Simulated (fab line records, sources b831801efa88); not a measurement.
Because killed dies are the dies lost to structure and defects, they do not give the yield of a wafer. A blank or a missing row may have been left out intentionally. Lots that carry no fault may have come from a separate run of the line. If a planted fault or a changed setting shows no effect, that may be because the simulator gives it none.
Which of the tools did it? || flow sky130 || 15 lots with 45 wafers sampled at 3 steps, on a route of 708 steps

## WHAT EACH GAUGE READ, for each wafer
SKY_PWDE_TW_MEAS_10.
{"lot": "L183", "measured": "day 4 00:12", "on": "film-metro-01", "PWDE_TW": "377.7 376.9 372.6"}
{"lot": "L184", "measured": "day 4 02:32", "on": "film-metro-01", "PWDE_TW": "377.6 375.1 378.6"}
{"lot": "L187", "measured": "day 4 20:14", "on": "film-metro-01", "PWDE_TW": "374.8 373.0 375.6"}
{"lot": "L188", "measured": "day 5 02:40", "on": "film-metro-03", "PWDE_TW": "371.5 371.6 367.7"}
{"lot": "L190", "measured": "day 5 12:16", "on": "film-metro-03", "PWDE_TW": "370.3 372.6 373.4"}
{"lot": "L191", "measured": "day 5 16:48", "on": "film-metro-01", "PWDE_TW": "376.2 377.6 376.8"}
{"lot": "L192", "measured": "day 5 22:00", "on": "film-metro-01", "PWDE_TW": "377.4 376.7 378.0"}
{"lot": "L193", "measured": "day 6 03:16", "on": "film-metro-01", "PWDE_TW": "374.9 373.4 377.7"}
{"lot": "L195", "measured": "day 6 23:31", "on": "film-metro-04", "PWDE_TW": "372.9 374.9 374.2"}
{"lot": "L196", "measured": "day 7 03:16", "on": "film-metro-04", "PWDE_TW": "380.2 377.1 377.9"}
{"lot": "L197", "measured": "day 7 06:38", "on": "film-metro-01", "PWDE_TW": "373.3 375.3 374.4"}
{"lot": "L203", "measured": "day 8 12:10", "on": "film-metro-04", "PWDE_TW": "374.6 373.8 373.2"}
{"lot": "L204", "measured": "day 8 19:50", "on": "film-metro-01", "PWDE_TW": "379.5 380.0 379.5"}
{"lot": "L205", "measured": "day 9 02:44", "on": "film-metro-03", "PWDE_TW": "367.5 368.8 367.8"}
{"lot": "L206", "measured": "day 9 08:58", "on": "film-metro-01", "PWDE_TW": "376.8 376.2 376.9"}

SKY_NWELL_RS_MEAS_31: the measuring method here is four-point-probe.
{"lot": "L183", "measured": "day 5 11:28", "on": "film-metro-04", "PWDE_RS (ohm/sq)": "5342 5316 5335"}
{"lot": "L184", "measured": "day 5 14:07", "on": "film-metro-01", "PWDE_RS (ohm/sq)": "5312 5301 5292"}
{"lot": "L187", "measured": "day 6 08:22", "on": "film-metro-04", "PWDE_RS (ohm/sq)": "5331 5337 5312"}
{"lot": "L188", "measured": "day 6 16:04", "on": "film-metro-01", "PWDE_RS (ohm/sq)": "5313 5321 5314"}
{"lot": "L190", "measured": "day 7 03:24", "on": "film-metro-01", "PWDE_RS (ohm/sq)": "5272 5273 5281"}
{"lot": "L191", "measured": "day 7 07:35", "on": "film-metro-03", "PWDE_RS (ohm/sq)": "5302 5317 5298"}
{"lot": "L192", "measured": "day 7 13:53", "on": "film-metro-04", "PWDE_RS (ohm/sq)": "5324 5321 5311"}
{"lot": "L193", "measured": "day 7 18:43", "on": "film-metro-01", "PWDE_RS (ohm/sq)": "5296 5309 5327"}
{"lot": "L195", "measured": "day 8 15:50", "on": "film-metro-03", "PWDE_RS (ohm/sq)": "5303 5284 5314"}
{"lot": "L196", "measured": "day 8 21:26", "on": "film-metro-04", "PWDE_RS (ohm/sq)": "5264 5289 5285"}
{"lot": "L197", "measured": "day 9 00:37", "on": "film-metro-04", "PWDE_RS (ohm/sq)": "5334 5339 5314"}
{"lot": "L203", "measured": "day 10 08:49", "on": "film-metro-03", "PWDE_RS (ohm/sq)": "5319 5309 5317"}
{"lot": "L204", "measured": "day 10 17:00", "on": "film-metro-01", "PWDE_RS (ohm/sq)": "5258 5260 5278"}
{"lot": "L205", "measured": "day 10 23:53", "on": "film-metro-04", "PWDE_RS (ohm/sq)": "5316 5327 5322"}
{"lot": "L206", "measured": "day 11 07:37", "on": "film-metro-01", "PWDE_RS (ohm/sq)": "5327 5327 5337"}

## WHICH TOOL RAN EACH LOT (tool, then ch and the chambers of the sampled wafers, then the start)
{"lot": "L183", "SKY_NWELL_DEVELOP_09": "litho-track-04 ch 0, day 4 16:00"}
{"lot": "L184", "SKY_NWELL_DEVELOP_09": "litho-track-04 ch 0, day 4 19:00"}
{"lot": "L187", "SKY_NWELL_DEVELOP_09": "litho-track-02 ch 0, day 5 12:00"}
{"lot": "L188", "SKY_NWELL_DEVELOP_09": "litho-track-01 ch 0, day 5 19:00"}
{"lot": "L190", "SKY_NWELL_DEVELOP_09": "litho-track-04 ch 0, day 6 06:00"}
{"lot": "L191", "SKY_NWELL_DEVELOP_09": "litho-track-01 ch 0, day 6 10:00"}
{"lot": "L192", "SKY_NWELL_DEVELOP_09": "litho-track-02 ch 0, day 6 16:00"}
{"lot": "L193", "SKY_NWELL_DEVELOP_09": "litho-track-02 ch 0, day 6 21:00"}
{"lot": "L195", "SKY_NWELL_DEVELOP_09": "litho-track-02 ch 0, day 7 18:00"}
{"lot": "L196", "SKY_NWELL_DEVELOP_09": "litho-track-02 ch 0, day 7 23:00"}
{"lot": "L197", "SKY_NWELL_DEVELOP_09": "litho-track-04 ch 0, day 8 02:00"}
{"lot": "L203", "SKY_NWELL_DEVELOP_09": "litho-track-01, day 9 09:00"}
{"lot": "L204", "SKY_NWELL_DEVELOP_09": "litho-track-02, day 9 17:00"}
{"lot": "L205", "SKY_NWELL_DEVELOP_09": "litho-track-02, day 9 23:00"}
{"lot": "L206", "SKY_NWELL_DEVELOP_09": "litho-track-04 ch 0, day 10 07:00"}
- SKY_NWELL_DEVELOP_09: develop time 60 s.

## WHAT THE TOOLS THEMSELVES READ (means of the sampled wafers that have a number; where no wafer has one, the mark that the record gives instead)
SKY_NWELL_DEVELOP_09.
{"lot": "L183", "tool": "litho-track-04", "chill-plate-temp-C (C)": 23.15, "developer-temp-C (C)": 22.92, "exhaust-pa (Pa)": 44.8}
{"lot": "L184", "tool": "litho-track-04", "chill-plate-temp-C (C)": 22.97, "developer-temp-C (C)": 22.93, "exhaust-pa (Pa)": 45.2}
{"lot": "L187", "tool": "litho-track-02", "chill-plate-temp-C (C)": 23.01, "developer-temp-C (C)": 23.19, "exhaust-pa (Pa)": 44.7}
{"lot": "L188", "tool": "litho-track-01", "chill-plate-temp-C (C)": 23.00, "developer-temp-C (C)": 22.90, "exhaust-pa (Pa)": 44.6}
{"lot": "L190", "tool": "litho-track-04", "chill-plate-temp-C (C)": 23.07, "developer-temp-C (C)": 23.13, "exhaust-pa (Pa)": 46.0}
{"lot": "L191", "tool": "litho-track-01", "chill-plate-temp-C (C)": 23.01, "developer-temp-C (C)": 23.03, "exhaust-pa (Pa)": 45.9}
{"lot": "L192", "tool": "litho-track-02", "chill-plate-temp-C (C)": 22.97, "developer-temp-C (C)": 23.10, "exhaust-pa (Pa)": 43.8}
{"lot": "L193", "tool": "litho-track-02", "chill-plate-temp-C (C)": 22.77, "developer-temp-C (C)": 22.97, "exhaust-pa (Pa)": 45.2}
{"lot": "L195", "tool": "litho-track-02", "chill-plate-temp-C (C)": 22.92, "developer-temp-C (C)": 22.84, "exhaust-pa (Pa)": 44.9}
{"lot": "L196", "tool": "litho-track-02", "chill-plate-temp-C (C)": 23.07, "developer-temp-C (C)": 22.96, "exhaust-pa (Pa)": 45.0}
{"lot": "L197", "tool": "litho-track-04", "chill-plate-temp-C (C)": 22.87, "developer-temp-C (C)": 23.00, "exhaust-pa (Pa)": 44.5}
{"lot": "L203", "tool": "litho-track-01", "chill-plate-temp-C (C)": "-", "developer-temp-C (C)": "-", "exhaust-pa (Pa)": "-"}
{"lot": "L204", "tool": "litho-track-02", "chill-plate-temp-C (C)": "-", "developer-temp-C (C)": "-", "exhaust-pa (Pa)": "-"}
{"lot": "L205", "tool": "litho-track-02", "chill-plate-temp-C (C)": "-", "developer-temp-C (C)": "-", "exhaust-pa (Pa)": "-"}
{"lot": "L206", "tool": "litho-track-04", "chill-plate-temp-C (C)": 23.03, "developer-temp-C (C)": 22.93, "exhaust-pa (Pa)": 43.6}

## THE ANSWER, worked out from the rows above alone
Rule: the lots themselves supply what counts as usual. Put in order of their means at a reading, lots are off if they are a third of the lots or fewer, leave a main group of 4 or more, and stand apart from it by a gap of 3 or more times the standard deviation of the main group's means; of several such gaps the widest counts. A main group is skipped when, at the precision printed for the reading in the tables above, its means are all equal. Also off: a lot with no number at a reading for which 4 or more lots have one. All remaining lots with rows at the step are treated as sound. The gauges are gone through in route order, then the tools' own readings, and for those a lot's mean is taken as printed above. The first step at which some lot is off is used, and at that step the reading that is off furthest; a lot without a number counts as furthest.
Off: L203, L204, L205 (SKY_NWELL_DEVELOP_09, chill-plate-temp-C). Without a number there: L203, L204, L205. For the main group the mean is 22.99 C and the standard deviation 0.095.
If a tool, at that step or one of the process steps before it, ran each lot that is off and ran no sound lot following the first of them, it fits. No candidate that was tried fits.

## WHAT THE SIMULATOR HAD INSERTED
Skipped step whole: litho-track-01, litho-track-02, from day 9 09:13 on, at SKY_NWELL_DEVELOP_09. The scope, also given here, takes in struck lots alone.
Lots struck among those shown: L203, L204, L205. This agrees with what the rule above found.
